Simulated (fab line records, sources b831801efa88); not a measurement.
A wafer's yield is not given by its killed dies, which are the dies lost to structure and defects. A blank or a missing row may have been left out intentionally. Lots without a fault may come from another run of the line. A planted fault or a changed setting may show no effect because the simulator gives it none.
2 desks looking at one fault ; flow sky130 ; each desk holds nothing but its own numbers, with what lay behind them at the end

== METROLOGY DESK ==
What the gauges read, lot by lot, whatever tool the lot ran on: means of the sampled wafers that have a number. If a lot's mean is further than 4 standard deviations from the usual mean, the lot is out of limits and carries the mark OUT (the distance appears in the brackets).
Columns: A = cdNm at SKY_FIELD_ISO_CD_MEAS_13, usual 149.6 nm
lot;first seen here;A
L524;day 2 05:35;148.1
L525;day 2 09:39;150.4
L526;day 2 15:06;150.6
L527;day 2 20:55;150.3
L528;day 3 02:52;148.6
L529;day 3 06:27;147.5
L530;day 3 13:27;150.7
L532;day 3 23:35;148.2
L538;day 5 06:08;150.1
L540;day 5 16:04;149.0
L542;day 6 01:56;148.9
L545;day 6 18:46;149.1
This desk found nothing out of limits on any of the 12 lots.

== THE TOOL OWNER'S DESK: implanter-02 ==
The tool's own readings at SKY_LDD_N_IMPLANT_08, given as means over the sampled wafers that have a number, one for each lot that went through this tool. If a lot's mean is further than 4 standard deviations from the usual mean, the lot is out of limits and carries the mark OUT (the distance appears in the brackets).
Columns: A = doseIonsCm2 at SKY_LDD_N_IMPLANT_08, usual 7.502e+13; B = endStationPressureTorr at SKY_LDD_N_IMPLANT_08, usual 5.34e-06 Torr; C = faradayCurrentUA at SKY_LDD_N_IMPLANT_08, usual 423
lot;first seen here;A;B;C
L524;day 17 16:13;7.510e+13;5.61e-06;426
L527;day 18 13:37;7.507e+13;5.22e-06;423
L532;day 21 06:07;7.513e+13;5.28e-06;419
L538;day 22 22:34;7.508e+13;5.04e-06;430
L540;day 23 13:37;8.572e+13 (+99 or more) OUT;5.44e-06;480 (+6.5) OUT
L542;day 24 01:35;8.563e+13 (+99 or more) OUT;5.09e-06;470 (+5.4) OUT
Finding of this desk: L540, L542 out of limits; the first was L540 at day 23 13:37, on doseIonsCm2 at SKY_LDD_N_IMPLANT_08. L524, L527, L532, L538: within limits.

== BROUGHT TOGETHER ==
On L540, L542, at day 23 13:37, an alarm was possible from the tool owner's desk.
From the metrology desk's view, nothing was out of limits.
The metrology desk has L540, L542 on record, within its limits.
The lots listed all ran SKY_LDD_N_IMPLANT_08 on implanter-02.

== WHAT THE SIMULATOR HAD INSERTED ==
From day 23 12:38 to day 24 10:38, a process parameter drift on implanter-02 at SKY_LDD_N_IMPLANT_08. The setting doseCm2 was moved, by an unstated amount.
Shown lots that were struck: L540, L542.
Delay in hours, fault start to first out-of-limits reading, by desk: the tool owner's desk at 1.
